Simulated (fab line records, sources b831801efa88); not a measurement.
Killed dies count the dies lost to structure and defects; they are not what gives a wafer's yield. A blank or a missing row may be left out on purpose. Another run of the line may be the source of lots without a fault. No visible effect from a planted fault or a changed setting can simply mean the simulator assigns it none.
Comparing a struck lot with a sound one + flow sky130 + 20 steps out of a route of 708
Sound: the wafers L906.1, L906.3, L906.4. Wafers L911.2, L911.5, L911.6 were the ones struck. Last of all comes the cause.
At each step with rows: each side's tool, then ch and its chambers, then its first start. Under that, the readings that differ: sound wafers + struck wafers + difference of the means + sigmas: that difference in standard deviations of wafers without a fault.
alike: same words and numbers on both sides, and readings whose means sit less than 2 such deviations apart. not compared: any withheld reading, any reading some wafer has no value for, any bound like >300 that may hide the same value, and any number with overlapping values for which the record gives no deviation.
Wherever a step has rows on one side only, a row that says differs or no value, or a row with sigmas, the two part there. Non-overlapping numbers with no deviation appear without sigmas and do not part them. Lack of a reading on every wafer of one side parts them only where that side has two or more wafers.

first, 4 steps without rows for these wafers: SKY_METAL1_STRIP_21 (strips in post etch residue remover, time 1200 s); SKY_METAL1_CLEAN_22 (cleans in IPA, time 180 s); SKY_METAL1_CLEAN_23 (cleans in O3/DIW); SKY_VIA1_HDPCVD_00 (deposits SiO2, target thk 1030 nm, time 171.7 s).
SKY_VIA1_THK_MEAS_01:
  sound on film-metro-03 at day 34 08:28; struck on film-metro-03 at day 35 18:47
  alike: VIA1_HDPCVD_THK
SKY_VIA1_CMP_02: polishes SiO2.
  sound on cmp-02 ch 0,2,3, day 34 08:34; struck on cmp-01 ch 0,3, day 35 18:53
  alike: motor-current-A, slurry-filter-dp-kPa
SKY_VIA1_BOW_MEAS_03:
  sound on film-metro-03 at day 34 08:49; struck on film-metro-02 at day 35 19:09
  alike: VIA1_BOW
then, 5 steps without rows for these wafers: SKY_VIA1_DEHYDRATE_04 (time 60 s); SKY_VIA1_HMDS_05 (prime time 60 s); SKY_VIA1_COAT_06 (resist thk 60 nm); SKY_VIA1_COAT_07 (resist thk 450 nm); SKY_VIA1_SOFTBAKE_08 (time 90 s).
SKY_VIA1_EXPOSE_09: exposes mask VIM, target cd 150 nm.
  sound on krf-scanner-01 ch 0, day 34 21:53; struck on krf-scanner-02 ch 0, day 36 08:20
| reading              | sound             | struck            | difference | sigmas |
|----------------------|-------------------|-------------------|------------|--------|
| exposure-dose-mJ-cm2 | 37.94 37.94 37.97 | 38.87 38.76 38.78 | +0.85      | +24    |
  alike: mask
then, 2 steps without rows for these wafers: SKY_VIA1_PEB_10; SKY_VIA1_DEVELOP_11 (develop time 60 s).
SKY_VIA1_CD_MEAS_12: the cd target is 150 nm.
  sound on cd-sem-02 at day 35 10:53; struck on cd-sem-01 at day 36 20:53
  alike: cd-nm
SKY_VIA1_OVL_MEAS_13:
  sound on overlay-02 at day 35 11:01; struck on overlay-01 at day 36 21:00
| reading       | sound  | struck   | difference | sigmas |
|---------------|--------|----------|------------|--------|
| VIA1_OVL (nm) | 1 -5 5 | 11 10 12 | +11        | +2     |
SKY_VIA1_ETCH_14: etches BARC in N2/H2, stops on SiO2, time 45.9 s, target depth 60 nm.
  sound on rie-diel-03 ch 0,1,2, day 35 11:03; struck on rie-diel-02 ch 0,2, day 36 21:02
| reading               | sound           | struck            | difference | sigmas |
|-----------------------|-----------------|-------------------|------------|--------|
| model.VIA1.cd-nm (nm) | 150.3 150.1 151 | 152.9 152.2 152.7 | +2.1       |        |
  alike: drypump-motor-current-A, n2-flow-sccm, oes-product-au, throttle-valve-pct
  not compared: rf-hours-counter-h
SKY_VIA1_ETCH_15: etches SiO2 in C4F8/O2/Ar, stops on TiN, target depth 351 nm, time 54 s.
  sound on rie-diel-03 ch 0,1,2, day 35 11:05; struck on rie-diel-02 ch 0,2, day 36 21:04
  alike: oes-product-au
  not compared: rf-hours-counter-h
-- the record jumps here: 11 days lie between the struck wafers' starts before and after (it left off in module VIA1 and takes up again in module PAD_OPEN, whose first step shown is number 708 of the route) --
SKY_PAD_OPEN_PROBE_99:
  sound on prober-02 at day 47 01:21; struck on prober-01 at day 48 02:55
  alike: defect-limited-yield, killed_at_M0_to_M3, killed_at_M4_up, killed-at-contacts, killed-at-front-end, killed-at-other, killed-dies, killed-open, killed-short, sort_bin_3_pad_short, sort_bin_5_function, sort_bin_6_memory, sort-n-pass, sort-yield-pct

## WHERE THEY PART
Earliest at SKY_VIA1_EXPOSE_09; latest, in this record, at SKY_VIA1_OVL_MEAS_13. Later steps at which nothing parts them and some readings are alike: SKY_VIA1_ETCH_14, SKY_VIA1_ETCH_15, SKY_PAD_OPEN_PROBE_99.

WHY: the cause the simulator had injected
Process parameter drift: krf-scanner-02, from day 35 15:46 on, at SKY_VIA1_EXPOSE_09. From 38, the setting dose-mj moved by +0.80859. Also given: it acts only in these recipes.
